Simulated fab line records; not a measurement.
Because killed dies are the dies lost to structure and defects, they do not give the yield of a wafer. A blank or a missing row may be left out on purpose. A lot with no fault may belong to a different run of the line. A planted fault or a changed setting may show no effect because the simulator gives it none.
Comparing a struck lot with a sound one | flow sky130 | 15 steps out of a route of 708
Sound: wafers L566.1, L566.5, L566.6. The struck wafers were L562.1, L562.2, L562.6. The cause comes at the end.
Per side, at each step with rows, come the tool, then ch with its chambers, and then its first start. Under that, the readings that differ: sound wafers | struck wafers | difference of the means | sigmas: that difference in standard deviations of wafers without a fault.
alike: readings whose means differ by less than 2 such deviations, and words and numbers that are the same on both sides. not compared: withheld readings, readings that some wafer has no value for, bounds like >300 that may hide the same value, and numbers for which the record gives no deviation and whose values overlap.
Wherever a step has rows on one side only, a row that says differs or no value, or a row with sigmas, the two part there. Numbers that have no deviation but don't overlap get no sigmas and don't part them. A reading missing from all wafers of one side parts the sides only when that side holds two or more wafers.

SKY_VIA2_ETCH_14: etches BARC in N2/H2, stops on SiO2, time 45.9 s, target depth 60 nm.
  sound on rie_diel-03 ch 2,3, day 41 21:04; struck on rie_diel-01 ch 0,2,3, day 40 23:13
  alike: drypump_motor_current_A, oes_product_au, throttle_valve_pct
  not compared: rf_hours_counter_h
then, 1 step without rows for these wafers: SKY_VIA2_ETCH_15 (etches SiO2 in C4F8/O2/Ar, stops on TiN, target depth 546 nm, time 84 s).
SKY_VIA2_STRIP_16: strips in O2/N2.
  sound on plasma_asher-01 ch 0,1, day 41 21:11; struck on plasma_asher-02 ch 0,1, day 40 23:19
  alike: drypump_motor_current_A, oes_product_au, strip_time_to_endpoint_s
  not compared: rf_hours_counter_h
then, 4 steps without rows for these wafers: SKY_VIA2_STRIP_17 (strips in post etch residue remover, time 1200 s); SKY_VIA2_CLEAN_18 (cleans in IPA, time 180 s); SKY_VIA2_CLEAN_19 (cleans in O3/DIW); SKY_VIA2_SPUTTER_20 (material TiN, target thk 20 nm, time 80 s).
SKY_VIA2_CVD_21: deposits W, target thk 420 nm, time 126.4 s.
  sound on cvd_w-01 ch 0,1, day 41 21:50; struck on cvd_w-02 ch 0,1, day 41 00:05
  alike: chamber_pressure_Torr, heater_power_w
SKY_VIA2_RS_MEAS_22: measurement is done with a four-point probe.
  sound: film_metro-04 at day 41 21:58; struck: film_metro-02 at day 41 00:13
  alike: VIA2_W_RS
SKY_VIA2_THK_MEAS_23: measures by xrf.
  sound: film_metro-04 at day 41 22:05; struck: film_metro-02 at day 41 00:20
  alike: VIA2_W_THK
SKY_VIA2_CMP_24: polishes, stops on SiO2, t overpolish 20 s, target thk 0 nm.
  sound on cmp-02 ch 0,1,3, day 41 22:17; struck on cmp-02 ch 0,2,3, day 41 00:26
  alike: head_pressure_psi, motor_current_A, overpolish_run_s, time_to_endpoint_s
SKY_METAL3_SPUTTER_00: material Ti, target thk 15 nm, time 10 s.
  sound: pvd_sputter-02 at day 41 22:26; struck: pvd_sputter-04 at day 41 00:41
  alike: chamber_pressure_pa, throttle_valve_pct
SKY_METAL3_SPUTTER_01: material TiN, target thk 20 nm, time 16.7 s.
  sound: pvd_sputter-02 at day 41 22:28; struck: pvd_sputter-04 at day 41 00:43
  reading                  | sound                | struck               | difference | sigmas
  chamber_pressure_pa (Pa) | 0.3999 0.3998 0.4019 | 0.4398 0.4390 0.4395 | +0.0389    | +45
  throttle_valve_pct (%)   | 30.9 29.7 28.8       | 28.5 27.9 29.3       | -1.2       | -2
then, 1 step without rows for these wafers: SKY_METAL3_SPUTTER_02 (material AlCu, target thk 735 nm, time 39.1 s).
-- the record jumps here: 8 days lie between the struck wafers' starts before and after (it left off in module METAL3 and takes up again in module PAD_OPEN, whose first step shown is number 708 of the route) --
SKY_PAD_OPEN_PROBE_99:
  sound: prober-01 at day 50 00:32; struck: prober-01 at day 49 10:12
  alike: defect_limited_yield, killed_at_M0_to_M3, killed_at_M4_up, killed_at_contacts, killed_at_front_end, killed_at_other, killed_dies, killed_open, killed_short, sort_bin_3_pad_short, sort_bin_5_function, sort_bin_6_memory, sort_n_pass, sort_yield_pct

## WHERE THEY PART
Only at SKY_METAL3_SPUTTER_01, within this record. Later steps at which nothing parts them and some readings are alike: SKY_PAD_OPEN_PROBE_99.

WHY: whatever the simulator had introduced
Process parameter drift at SKY_METAL3_SPUTTER_01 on pvd_sputter-04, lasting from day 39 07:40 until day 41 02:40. The setting chamber_pressure_pa was moved by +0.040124, starting from 0.4. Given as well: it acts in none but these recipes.
